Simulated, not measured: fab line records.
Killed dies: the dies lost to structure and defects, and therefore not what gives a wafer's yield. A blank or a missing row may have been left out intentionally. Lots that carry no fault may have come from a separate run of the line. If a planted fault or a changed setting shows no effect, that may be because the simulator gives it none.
A struck lot beside a sound one / flow sfq line / 18 steps out of a route of 325
Sound: the wafers L426.1, L426.2, L426.3. Wafers struck: L429.3, L429.4, L429.6. Last of all comes the cause.
Order at every step that has rows: each side's tool, ch and its chambers, its first start. Under that, the readings that differ: sound wafers / struck wafers / difference of the means / sigmas: that difference in standard deviations of wafers without a fault.
alike: a reading whose means differ by less than 2 such deviations, as well as words and numbers matching on both sides. not compared: withheld readings; readings where some wafer has no value; bounds like >300 that might hide an equal value; numbers whose values overlap and for which the record gives no deviation.
Wherever a step has rows on one side only, a row that says differs or no value, or a row with sigmas, the two part there. Numbers that have no deviation but don't overlap get no sigmas and don't part them. A reading that every wafer of one side lacks parts them only if that side has two wafers or more.

SFQ_C5_OVL_MEAS_937:
  sound on overlay-01 at day 61 10:58; struck on overlay-01 at day 62 02:38
  alike: C5_OVL
SFQ_TRILAYER_C5_BARC_OPEN_VIA_ETCH_210: etches BARC in O2, target depth 125 nm, time 41.7 s.
  sound on rie diel-01 ch 1,2,3, day 61 11:00; struck on rie diel-04 ch 0,1,3, day 62 02:39
  alike: drypump motor current A, oes product au
  not compared: rf hours counter h
SFQ_TRILAYER_C5_ETCH_VIA_ETCH_154: etches SiO2 in CHF3, stops on Nb, target depth 84 nm.
  sound on rie diel-01 ch 1,2,3, day 61 11:02; struck on rie diel-04 ch 0,1,3, day 62 02:41
  alike: drypump motor current A, oes product au
SFQ_TRILAYER_C5_STRIP_STRIP_155: strips in O2.
  sound on rie metal-02 ch 0,1, day 61 11:05; struck on rie metal-03 ch 0,1, day 62 02:56
reading=oes product au (a.u.); sound=0.981 0.986 0.983; struck=1.013 1.016 1.008; difference=+0.029; sigmas=+3
  alike: drypump motor current A
  not compared: rf hours counter h
then, 2 steps without rows for these wafers: SFQ_TRILAYER_C5_STRIP_SOLV_CLEAN_156 (cleans in NMP, time 600 s); SFQ_TRILAYER_M6_DEP_PRE_CLEAN_158 (time 22.5 s).
SFQ_TRILAYER_M6_DEP_SPUTTER_157: material Nb, target thk 200 nm, time 133.3 s.
  sound on pvd sputter-03 at day 61 11:53; struck on pvd sputter-03 at day 62 03:34
  alike: substrate temp c, throttle valve pct
SFQ_M6_RS_MEAS_938: the measuring method here is four-point-probe.
  sound on film metro-02 at day 61 11:59; struck on film metro-01 at day 62 03:41
  alike: M6_NB_RS
then, 3 steps without rows for these wafers: SFQ_TRILAYER_M6_LITHO_COAT_164 (resist thk 62 nm); SFQ_TRILAYER_M6_LITHO_COAT_159 (resist thk 609 nm); SFQ_TRILAYER_M6_LITHO_SOFTBAKE_163.
-- the record jumps here: 5 days lie between the struck wafers' starts before and after --
SFQ_TRILAYER_M6_LITHO_EXPOSE_160: exposes mask M6, target cd 500 nm.
  sound on krf scanner-01 ch 0, day 66 06:53; struck on krf scanner-01 ch 0, day 66 22:53
reading=exposure dose mJ cm2; sound=14.406 14.408 14.408; struck=14.664 14.669 14.679; difference=+0.263; sigmas=+20
  alike: mask, reticle temp C, stage vel mm s
then, 2 steps without rows for these wafers: SFQ_TRILAYER_M6_LITHO_PEB_162 (peb time 60 s); SFQ_TRILAYER_M6_LITHO_DEVELOP_161 (time 60 s).
SFQ_M6_OVL_MEAS_940:
  sound on overlay-01 at day 66 08:23; struck on overlay-02 at day 67 00:00
  alike: M6_OVL
SFQ_TRILAYER_M6_BARC_OPEN_METAL_ETCH_206: etches BARC in O2, target depth 125 nm, time 41.7 s.
  sound on rie metal-01 ch 0,1, day 66 08:26; struck on rie metal-04 ch 0,1, day 67 00:03
reading=model.M6.cd nm (nm); sound=500.4 499.1 498.6; struck=496.7 495.6 495.9; difference=-3.3; sigmas=
  alike: drypump motor current A, oes product au
  not compared: rf hours counter h
SFQ_TRILAYER_M6_ETCH_METAL_ETCH_162: etches Nb in Cl2/Ar, stops on SiO2, target depth 240 nm, time 120 s.
  sound on rie metal-01 ch 0,1, day 66 08:29; struck on rie metal-04 ch 0,1, day 67 00:08
reading=model.M6.cd nm (nm); sound=499.5 498.6 498.9; struck=496 495.7 496.9; difference=-3; sigmas=
  alike: drypump motor current A, oes product au
  not compared: rf hours counter h
SFQ_TRILAYER_M6_STRIP_STRIP_163: strips in O2.
  sound on rie metal-01 ch 0,1, day 66 08:37; struck on rie metal-04 ch 0,1, day 67 00:25
  alike: drypump motor current A, oes product au
  not compared: rf hours counter h

== WHERE THEY PART ==
At SFQ_TRILAYER_C5_STRIP_STRIP_155 first; at SFQ_TRILAYER_M6_LITHO_EXPOSE_160 last (within this record only). Later steps at which nothing parts them and some readings are alike: SFQ_M6_OVL_MEAS_940, SFQ_TRILAYER_M6_BARC_OPEN_METAL_ETCH_206, SFQ_TRILAYER_M6_ETCH_METAL_ETCH_162, SFQ_TRILAYER_M6_STRIP_STRIP_163.

WHY: what the simulator had put in
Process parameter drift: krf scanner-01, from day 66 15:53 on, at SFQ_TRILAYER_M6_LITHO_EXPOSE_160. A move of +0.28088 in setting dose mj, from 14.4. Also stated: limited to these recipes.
